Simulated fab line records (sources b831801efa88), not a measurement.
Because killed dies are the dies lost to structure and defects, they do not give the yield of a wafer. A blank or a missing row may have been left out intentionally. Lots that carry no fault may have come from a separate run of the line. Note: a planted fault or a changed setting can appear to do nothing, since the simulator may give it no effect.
Which of the tools did it? ; flow sky130 ; 13 lots, 39 wafers sampled, at 4 steps of a route of 708

== WHAT THE GAUGES SHOWED, per wafer ==
SKY_NWELL_TW_MEAS_26. Usual: NWELL_2_TW 494, standard deviation 9.5.
lot;measured;on;NWELL_2_TW;flag
L726;day 5 09:34;film_metro-01;485 486 484;
L727;day 5 15:35;film_metro-02;487 487 487;
L728;day 5 22:45;film_metro-04;503 504 504;
L729;day 6 07:09;film_metro-02;482 481 484;
L731;day 6 14:14;film_metro-01;485 486 486;
L730;day 6 14:56;film_metro-04;507 505 508;
L735;day 7 21:07;film_metro-04;505 507 508;
L737;day 8 08:28;film_metro-02;484 486 483;
L738;day 8 10:40;film_metro-04;31 30 30;OFF
L741;day 9 05:11;film_metro-02;483 481 482;
L747;day 10 17:40;film_metro-01;488 490 490;
L748;day 10 20:25;film_metro-01;488 488 490;
L749;day 11 01:49;film_metro-04;507 505 503;

SKY_VT_ADJUST_HVTR_OVL_MEAS_08. Usual: VT_ADJUST_HVTR_OVL 1.2 nm, standard deviation 1.3.
lot;measured;on;VT_ADJUST_HVTR_OVL (nm);flag
L726;day 9 13:49;overlay-01;0.2 0.9 3.1;
L727;day 9 20:19;overlay-01;0.7 2.5 1.8;
L728;day 10 05:16;overlay-02;-0.5 -0.8 0.5;
L729;day 10 15:37;overlay-02;3.4 1.9 3.1;
L731;day 10 23:40;overlay-01;-0.7 -0.4 -1.2;
L730;day 10 23:50;overlay-02;3.7 2.5 3.2;
L735;day 12 10:48;overlay-02;1.6 2.9 0.7;
L737;day 13 03:30;overlay-02;1.0 0.6 1.2;
L738;day 13 05:42;overlay-01;3.5 2.9 2.2;
L741;day 14 04:22;overlay-01;2.3 0.0 3.4;
L747;day 16 02:27;overlay-02;1.0 0.2 -0.7;
L748;day 16 04:19;overlay-02;1.4 0.8 1.4;
L749;day 16 10:38;overlay-01;1.8 2.4 2.9;

== TOOL THAT RAN EACH LOT (tool first, then ch and the chambers of the sampled wafers, then the start) ==
lot;SKY_NWELL_STRIP_14;SKY_NWELL_STRIP_25
L726;plasma_asher-01 ch 0,1, day 4 15:46;plasma_asher-02 ch 0,1, day 5 09:28
L727;plasma_asher-02 ch 0,1, day 4 20:59;plasma_asher-03 ch 0,1, day 5 15:28
L728;plasma_asher-01 ch 1, day 5 04:13;plasma_asher-01 ch 0,1, day 5 22:38
L729;plasma_asher-01 ch 1, day 5 11:49;plasma_asher-03 ch 0,1, day 6 07:02
L731;plasma_asher-02 ch 0,1, day 5 19:05;plasma_asher-03 ch 0,1, day 6 14:07
L730;plasma_asher-01 ch 0,1, day 5 19:26;plasma_asher-01 ch 0,1, day 6 14:49
L735;plasma_asher-02 ch 0,1, day 7 00:34;plasma_asher-02 ch 0,1, day 7 21:01
L737;plasma_asher-01 ch 0,1, day 7 11:14;plasma_asher-01 ch 0,1, day 8 08:22
L738;plasma_asher-02 ch 0,1, day 7 13:31;plasma_asher-02 ch 0,1, day 8 10:34
L741;plasma_asher-03 ch 0,1, day 8 08:32;plasma_asher-02 ch 0,1, day 9 05:04
L747;plasma_asher-02 ch 1, day 9 19:25;plasma_asher-03 ch 0,1, day 10 17:34
L748;plasma_asher-03 ch 0,1, day 9 22:46;plasma_asher-01 ch 0,1, day 10 20:19
L749;plasma_asher-03 ch 0,1, day 10 02:31;plasma_asher-02 ch 0,1, day 11 01:43
- SKY_NWELL_STRIP_14: strips in O2/N2.
- SKY_NWELL_STRIP_25: strips in O2/N2.

== AS READ BY THE TOOLS THEMSELVES (means over the sampled wafers that have a number; for cases with no such wafer, the mark the record gives instead) ==
SKY_NWELL_STRIP_14. Usual: chamber_pressure_mTorr 1499.9 mTorr, standard deviation 1.3; drypump_motor_current_A 5.7 A, standard deviation 0.38; oes_product_au 0.722 a.u., standard deviation 0.0048; strip_time_to_endpoint_s 36.91 s, standard deviation 0.11.
lot;tool;chamber_pressure_mTorr (mTorr);drypump_motor_current_A (A);oes_product_au (a.u.);strip_time_to_endpoint_s (s);flag
L726;plasma_asher-01;1500.5;5.7;0.724;37.05;
L727;plasma_asher-02;1499.1;5.7;0.720;37.02;
L728;plasma_asher-01;1499.8;5.4;0.720;37.09;
L729;plasma_asher-01;1499.9;5.4;0.721;36.81;
L731;plasma_asher-02;1498.6;5.7;0.722;36.93;
L730;plasma_asher-01;1499.7;6.0;0.720;36.92;
L735;plasma_asher-02;1500.7;5.7;0.715;36.91;
L737;plasma_asher-01;1499.4;5.7;0.721;36.70;
L738;plasma_asher-02;1499.5;5.7;0.897;-;OFF
L741;plasma_asher-03;1500.2;5.3;0.726;36.82;
L747;plasma_asher-02;1501.1;5.8;0.718;36.79;
L748;plasma_asher-03;1500.5;5.4;0.723;37.05;
L749;plasma_asher-03;1499.6;5.7;0.724;36.90;

SKY_NWELL_STRIP_25. Usual: chamber_pressure_mTorr 1499.9 mTorr, standard deviation 1.5; drypump_motor_current_A 5.7 A, standard deviation 0.44; oes_product_au 0.722 a.u., standard deviation 0.0046; strip_time_to_endpoint_s 36.85 s, standard deviation 0.13.
lot;tool;chamber_pressure_mTorr (mTorr);drypump_motor_current_A (A);oes_product_au (a.u.);strip_time_to_endpoint_s (s);flag
L726;plasma_asher-02;1500.3;5.7;0.728;36.89;
L727;plasma_asher-03;1499.2;5.4;0.725;36.91;
L728;plasma_asher-01;1499.9;6.0;0.718;36.77;
L729;plasma_asher-03;1500.1;5.4;0.722;37.07;
L731;plasma_asher-03;1500.0;5.4;0.725;36.82;
L730;plasma_asher-01;1500.1;6.0;0.719;36.86;
L735;plasma_asher-02;1497.7;5.7;0.723;37.01;
L737;plasma_asher-01;1499.8;5.7;0.723;36.59;
L738;plasma_asher-02;1500.1;5.7;0.730;69.13;OFF
L741;plasma_asher-02;1499.6;5.7;0.725;36.69;
L747;plasma_asher-03;1499.5;5.7;0.723;36.95;
L748;plasma_asher-01;1501.0;6.0;0.722;37.01;
L749;plasma_asher-02;1500.6;5.7;0.721;36.86;

== THE ANSWER, worked out from the rows above alone ==
Rule: a lot counts as off when the mean over its wafers that have a number is more than 3 standard deviations away from the usual mean. A lot without any number at a reading at which 4 lots or more have one is off too. All remaining lots with rows at the step are treated as sound. After the gauges, taken in route order, come the tools' own readings; for these a lot's mean is taken, as printed above. At the first step where some lot is off, the reading lying furthest off is the one used; lots without a number count as furthest.
Off: L738, at SKY_NWELL_TW_MEAS_26 (NWELL_2_TW).
A tool fits if, at a process step before that reading, it ran every lot that is off, and no sound lot after the first of them. The gauges at SKY_NWELL_TW_MEAS_26 aren't tried: what is off there is off at SKY_NWELL_STRIP_14 too, on other tools, and a gauge's error can't cause that. None of those tried fits.

== WHAT HAD BEEN PUT IN BY THE SIMULATOR ==
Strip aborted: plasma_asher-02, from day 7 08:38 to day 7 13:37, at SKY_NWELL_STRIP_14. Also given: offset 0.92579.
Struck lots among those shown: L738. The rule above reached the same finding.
